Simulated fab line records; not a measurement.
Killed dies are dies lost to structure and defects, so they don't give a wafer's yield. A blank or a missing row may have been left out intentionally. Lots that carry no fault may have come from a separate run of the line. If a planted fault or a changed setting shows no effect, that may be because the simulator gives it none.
Comparing a struck lot with a sound one ; flow sky130 ; 27 steps out of a route of 708
Sound: the wafers L413.3, L413.5, L413.6. The struck wafers were L418.2, L418.3, L418.6. The cause is named last.
At each step with rows: each side's tool, then ch and its chambers, then its first start. Under that, the readings that differ: sound wafers ; struck wafers ; difference of the means ; sigmas: that difference in standard deviations of wafers without a fault.
alike: a reading whose means differ by less than 2 such deviations, as well as words and numbers matching on both sides. not compared: withheld readings; readings where some wafer has no value; bounds like >300 that might hide an equal value; numbers whose values overlap and for which the record gives no deviation.
A row with sigmas, a row that says differs or no value, or rows on one side alone: a step with any of these is where the two part. Numbers that have no deviation but don't overlap get no sigmas and don't part them. A reading that every wafer of one side lacks parts them only if that side has two wafers or more.

first, 5 steps without rows for these wafers: SKY_GATE_OXIDE_COAT_05 (resist thk 1140 nm); SKY_GATE_OXIDE_SOFTBAKE_06 (time 60 s); SKY_GATE_OXIDE_EXPOSE_07 (exposes mask LVOM, target cd 600 nm); SKY_GATE_OXIDE_PEB_08; SKY_GATE_OXIDE_DEVELOP_09 (develop time 60 s).
SKY_GATE_OXIDE_OVL_MEAS_10:
  sound on overlay-02 at day 13 08:41; struck on overlay-02 at day 16 00:52
  alike: GATE_OXIDE_OVL
then, 2 steps without rows for these wafers: SKY_GATE_OXIDE_IMPLANT_11; SKY_GATE_OXIDE_WET_ETCH_12 (etches SiO2 in dHF, target depth 16.8 nm, time 336 s).
SKY_GATE_OXIDE_STRIP_13: strips in O2/N2.
  sound on plasma_asher-04 ch 0,1, day 13 09:00; struck on plasma_asher-03 ch 0,1, day 16 01:15
  alike: drypump_motor_current_A, n2_flow_sccm, oes_product_au, strip_time_to_endpoint_s
  not compared: rf_hours_counter_h
SKY_GATE_OXIDE_TW_MEAS_14:
  sound on film_metro-02 at day 13 09:05; struck on film_metro-04 at day 16 01:22
  alike: GATE_OXIDE_TW
then, 2 steps without rows for these wafers: SKY_GATE_OXIDE_CLEAN_15 (cleans in SC1/SC2, time 143.4 s); SKY_GATE_OXIDE_OXIDATION_16 (stabilise 600 s, purge 300 s, target thk 3.57 nm).
SKY_POLY_GATE_CVD_00: deposits poly-Si, target thk 180 nm, time 720 s.
  sound on lpcvd-01 ch 0, day 13 10:43; struck on lpcvd-01 ch 0, day 16 03:29
reading;sound;struck;difference;sigmas
pressure_mtorr (mTorr);200.6 199.9 200.0;240.3 240.4 240.1;+40.1;+99 or more
model.poly-Si_of_POLY_GATE_CVD_00.thk_nm (nm);181.1 183 182.7;195.3 196.4 196.9;+13.9;
  alike: spike_tc_bottom_C, spike_tc_centre_C
SKY_POLY_GATE_THK_MEAS_01:
  sound on film_metro-01 at day 13 11:56; struck on film_metro-01 at day 16 04:42
reading;sound;struck;difference;sigmas
POLY_GATE_CVD_00_THK (nm);181.1 183.0 182.7;195.3 196.3 196.9;+13.9;+9
then, 8 steps without rows for these wafers: SKY_RES_PROTECT_DEHYDRATE_00 (time 60 s); SKY_RES_PROTECT_HMDS_01 (prime time 60 s); SKY_RES_PROTECT_COAT_02 (resist thk 1140 nm); SKY_RES_PROTECT_SOFTBAKE_03 (time 60 s); SKY_RES_PROTECT_EXPOSE_04 (exposes mask RPM, target cd 1270 nm); SKY_RES_PROTECT_PEB_05; SKY_RES_PROTECT_DEVELOP_06 (develop time 60 s); SKY_POLY_GATE_IMPLANT_02.
SKY_RES_PROTECT_STRIP_07: strips in O2/N2.
  sound on plasma_asher-01 ch 0,1, day 14 14:16; struck on plasma_asher-02 ch 0,1, day 17 09:49
  alike: drypump_motor_current_A, n2_flow_sccm, oes_product_au, strip_time_to_endpoint_s
  not compared: rf_hours_counter_h
SKY_RES_PROTECT_TW_MEAS_08:
  sound on film_metro-01 at day 14 14:21; struck on film_metro-03 at day 17 09:55
  alike: POLY_GATE_TW
SKY_RES_PROTECT_CLEAN_09: cleans in SC1/SC2, time 150 s.
  sound on wet_bench-02 ch 2, day 14 14:23; struck on wet_bench-03 ch 1, day 17 09:58
reading;sound;struck;difference;sigmas
model.poly-Si_of_POLY_GATE_CVD_00.thk_nm (nm);180.5 182.4 182.1;194.6 195.8 196.2;+13.9;
  alike: temp_c
then, 1 step without rows for these wafers: SKY_POLY_GATE_CVD_03 (deposits Si3N4 from DCS/NH3, target thk 75 nm, time 1290 s).
-- the record jumps here: 30 days lie between the struck wafers' starts before and after (it left off in module POLY_GATE and takes up again in module PAD_OPEN, whose first step shown is number 708 of the route) --
SKY_PAD_OPEN_PROBE_99:
  sound on prober-01 at day 45 08:17; struck on prober-02 at day 47 13:45
reading;sound;struck;difference;sigmas
model.etest.res_high_po.line_ohm_um;750.1 748 759.1;695 712.5 708;-47;
model.etest.res_poly.line_ohm_um;532 512.3 522.6;481 478.1 483.9;-41;
model.etest.res_high_po.rs_ohm_sq;259.6 262 266.4;244.3 246.8 248.3;-16.2;
model.etest.cap_li_to_poly.c_af_um2;106.1 105.5 103.5;107.6 109.1 107.7;+3.1;
model.etest.res_poly.rs_ohm_sq;47.88 48.39 48.75;44.95 45.35 45.55;-3.06;
  alike: killed_at_M0_to_M3, killed_at_M4_up, killed_at_contacts, killed_at_front_end, killed_at_other, killed_dies, killed_open, killed_short
  not compared: model.etest.licon_high_po.rc_ohm

== WHERE THEY PART ==
At SKY_POLY_GATE_CVD_00 first; at SKY_POLY_GATE_THK_MEAS_01 last (within this record only). Later steps at which nothing parts them and some readings are alike: SKY_RES_PROTECT_STRIP_07, SKY_RES_PROTECT_TW_MEAS_08, SKY_RES_PROTECT_CLEAN_09, SKY_PAD_OPEN_PROBE_99.

WHY: what the simulator had put in
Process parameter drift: lpcvd-01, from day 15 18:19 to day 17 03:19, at SKY_POLY_GATE_CVD_00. A move of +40 in setting pressure_mtorr, from 200.
